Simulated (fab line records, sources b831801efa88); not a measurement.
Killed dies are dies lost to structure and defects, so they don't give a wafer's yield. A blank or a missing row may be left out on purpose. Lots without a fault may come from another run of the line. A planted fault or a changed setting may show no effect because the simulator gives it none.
A struck lot beside a sound one | flow gf180mcu | 14 steps out of a route of 602
Sound: wafers L816.1, L816.3, L816.4. Struck: wafers L830.3, L830.5, L830.6. The cause comes at the end.
At each step with rows: each side's tool, then ch and its chambers, then its first start. Under that, the readings that differ: sound wafers | struck wafers | difference of the means | sigmas: that difference in standard deviations of wafers without a fault.
alike: readings whose means differ by less than 2 such deviations, and words and numbers that are the same on both sides. not compared: withheld readings, readings that some wafer has no value for, bounds like >300 that may hide the same value, and numbers for which the record gives no deviation and whose values overlap.
The two part at a step that has a row with sigmas, a row that says differs or no value, or rows on one side only. Numbers that don't overlap but have no deviation are shown without sigmas and don't part them. A reading that every wafer of one side lacks parts them only if that side has two wafers or more.

first, 1 step without rows for these wafers: GF_MVSD_DEVELOP_06 (develop time 60 s).
GF_MVSD_OVL_MEAS_07:
  sound on overlay-02, day 5 14:23; struck on overlay-01, day 9 00:37
  alike: MVSD_OVL
then, 2 steps without rows for these wafers: GF_MVSD_IMPLANT_08; GF_MVSD_IMPLANT_09.
GF_MVSD_STRIP_10: strips in O2/N2.
  sound on plasma_asher-04 ch 0,1, day 5 14:43; struck on plasma_asher-04 ch 0,1, day 9 00:59
  alike: chamber_pressure_mTorr, drypump_motor_current_A, heater_power_w, oes_product_au, platen_temp_c, strip_time_to_endpoint_s
  not compared: rf_hours_counter_h
GF_MVSD_TW_MEAS_11:
  sound on film_metro-01, day 5 14:49; struck on film_metro-04, day 9 01:04
  alike: MVSD_TW
then, 6 steps without rows for these wafers: GF_MVPSD_DEHYDRATE_00 (time 60 s); GF_MVPSD_HMDS_01 (prime time 60 s); GF_MVPSD_COAT_02 (resist thk 3000 nm); GF_MVPSD_SOFTBAKE_03; GF_MVPSD_EXPOSE_04 (exposes mask MVPSD, target cd 1000 nm); GF_MVPSD_PEB_05.
GF_MVPSD_DEVELOP_06: develop time 60 s.
  sound on litho_track-03 ch 0, day 6 05:00; struck on litho_track-03, day 9 18:00
  no value came back on the struck wafers for chill_plate_temp_C (C), develop_time_s (s); on the sound wafers chill_plate_temp_C (C) reads 22.87 22.90 22.92
GF_MVPSD_OVL_MEAS_07:
  sound on overlay-01, day 6 05:41; struck on overlay-01, day 9 18:53
  reading        | sound       | struck | difference                    | sigmas
  MVPSD_OVL (nm) | 1.9 2.4 4.8 | - - -  | no value on the struck wafers |

WHERE THEY PART
First at GF_MVPSD_DEVELOP_06; last, within this record, at GF_MVPSD_OVL_MEAS_07.

WHY: what the simulator had put in
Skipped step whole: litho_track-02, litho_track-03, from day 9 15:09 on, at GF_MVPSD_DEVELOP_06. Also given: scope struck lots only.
